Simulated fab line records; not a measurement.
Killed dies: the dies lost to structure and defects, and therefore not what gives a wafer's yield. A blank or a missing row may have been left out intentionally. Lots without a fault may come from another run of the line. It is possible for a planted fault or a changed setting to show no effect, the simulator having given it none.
A struck lot beside a sound one / flow sky130 / 17 steps out of a route of 708
Sound: these wafers, L468.2, L468.3, L468.5. Wafers L479.2, L479.3, L479.6 were the ones struck. The cause is given at the end.
For every step that has rows: the tool of each side, followed by ch and its chambers, followed by its first start. Under that, the readings that differ: sound wafers / struck wafers / difference of the means / sigmas: that difference in standard deviations of wafers without a fault.
alike: same words and numbers on both sides, and readings whose means sit less than 2 such deviations apart. not compared: any withheld reading, any reading some wafer has no value for, any bound like >300 that may hide the same value, and any number with overlapping values for which the record gives no deviation.
Wherever a step has rows on one side only, a row that says differs or no value, or a row with sigmas, the two part there. Numbers that have no deviation but don't overlap get no sigmas and don't part them. Lack of a reading on every wafer of one side parts them only where that side has two or more wafers.

SKY_VT_ADJUST_HVTP_OVL_MEAS_08:
  struck on overlay-01, day 9 00:55; sound on overlay-02, day 6 05:11
reading=VT_ADJUST_HVTP_OVL (nm); sound=-2.0 -1.1 -2.3; struck=2.3 0.5 1.3; difference=+3.2; sigmas=+2
after that, 1 step had no rows for these wafers: SKY_VT_ADJUST_HVTP_IMPLANT_09.
SKY_VT_ADJUST_HVTP_STRIP_10: strips in O2/N2.
  sound on plasmaAsher-02 ch 0,1, day 6 05:22; struck on plasmaAsher-02 ch 0,1, day 9 01:05
  alike: drypumpMotorCurrentA, oesProductAu, stripTimeToEndpointS
  not compared: rfHoursCounterH
SKY_VT_ADJUST_HVTP_TW_MEAS_11:
  struck on filmMetro-01, day 9 01:12; sound on filmMetro-03, day 6 05:29
reading=VT_ADJUST_HVTP_TW; sound=1341 1338 1338; struck=1385 1378 1381; difference=+42; sigmas=+3
then, 7 steps without rows for these wafers: SKY_VT_ADJUST_LVTN_DEHYDRATE_00 (time 60 s); SKY_VT_ADJUST_LVTN_HMDS_01 (prime time 60 s); SKY_VT_ADJUST_LVTN_COAT_02 (resist thk 3000 nm); SKY_VT_ADJUST_LVTN_SOFTBAKE_03; SKY_VT_ADJUST_LVTN_EXPOSE_04 (exposes mask NWM COMPLEMENT LESS NATIVE, target cd 840 nm); SKY_VT_ADJUST_LVTN_PEB_05; SKY_VT_ADJUST_LVTN_DEVELOP_06 (develop time 60 s).
SKY_VT_ADJUST_LVTN_OVL_MEAS_07:
  struck on overlay-02, day 9 22:08; sound on overlay-01, day 7 00:13
  alike: VT_ADJUST_LVTN_OVL
SKY_VT_ADJUST_LVTN_IMPLANT_08:
  sound on implanter-04 ch 0, day 7 00:17; struck on implanter-02 ch 0, day 9 22:11
reading=doseIonsCm2; sound=1.5697e+12 1.5686e+12 1.569e+12; struck=2.4001e+12 2.4019e+12 2.4018e+12; difference=+8.3217e+11; sigmas=+99 or more
reading=faradayCurrentUA; sound=8.66 8.82 8.86; struck=13.36 13.75 13.64; difference=+4.80; sigmas=+30
SKY_VT_ADJUST_LVTN_STRIP_09: strips in O2/N2.
  sound on plasmaAsher-03 ch 0,1, day 7 00:24; struck on plasmaAsher-03 ch 0,1, day 9 22:19
  alike: drypumpMotorCurrentA, oesProductAu, stripTimeToEndpointS
  not compared: rfHoursCounterH
SKY_VT_ADJUST_LVTN_TW_MEAS_10:
  struck on filmMetro-01, day 9 22:26; sound on filmMetro-01, day 7 00:31
reading=VT_ADJUST_LVTN_TW; sound=243.0 241.9 244.3; struck=279.1 278.3 279.9; difference=+36.0; sigmas=+17
then, 1 step without rows for these wafers: SKY_VT_ADJUST_LVTN_DEHYDRATE_11 (time 60 s).
-- here the record skips 39 days between the struck wafers' starts before and after, leaving off in module VT_ADJUST_LVTN and picking up in module PAD_OPEN (first step shown: number 708 of the route) --
SKY_PAD_OPEN_PROBE_99:
  struck on prober-01, day 48 19:37; sound on prober-02, day 46 05:03
reading=model.etest.nfet_01v8_lvt.driveUaUm; sound=549.8 558.5 567.3; struck=543.3 534 545.3; difference=-17.7; sigmas=
reading=model.etest.nfet_01v8_lvt.vtSatV (V); sound=0.5428 0.5338 0.5302; struck=0.5694 0.5717 0.5601; difference=+0.0315; sigmas=
reading=model.etest.nfet_01v8_lvt.vtV (V); sound=0.6202 0.617 0.6162; struck=0.6318 0.6371 0.6246; difference=+0.0134; sigmas=
reading=model.etest.nfet_01v8.vtSatV (V); sound=0.6549 0.6466 0.647; struck=0.6694 0.6709 0.6632; difference=+0.0183; sigmas=
reading=model.etest.nfet_01v8_lvt.vtLongV (V); sound=0.4492 0.4505 0.4447; struck=0.4602 0.4672 0.4587; difference=+0.0139; sigmas=
reading=model.etest.nfet_01v8_swapped.vtSatV (V); sound=0.661 0.6525 0.6527; struck=0.6704 0.6739 0.665; difference=+0.0144; sigmas=
reading=model.etest.nfet_01v8_turned.vtV (V); sound=0.7099 0.7044 0.7049; struck=0.722 0.7204 0.7106; difference=+0.011; sigmas=
  alike: killed_at_M0_to_M3, killed_at_M4_up, killedAtContacts, killedAtFrontEnd, killedAtOther, killedDies, killedOpen, killedShort
  not compared: model.etest.nfet_01v8_turned.vtSatV

WHERE THEY PART
First at SKY_VT_ADJUST_HVTP_OVL_MEAS_08; last, within this record, at SKY_VT_ADJUST_LVTN_TW_MEAS_10. Later steps at which nothing parts them and some readings are alike: SKY_PAD_OPEN_PROBE_99.

WHY: what the simulator had put in
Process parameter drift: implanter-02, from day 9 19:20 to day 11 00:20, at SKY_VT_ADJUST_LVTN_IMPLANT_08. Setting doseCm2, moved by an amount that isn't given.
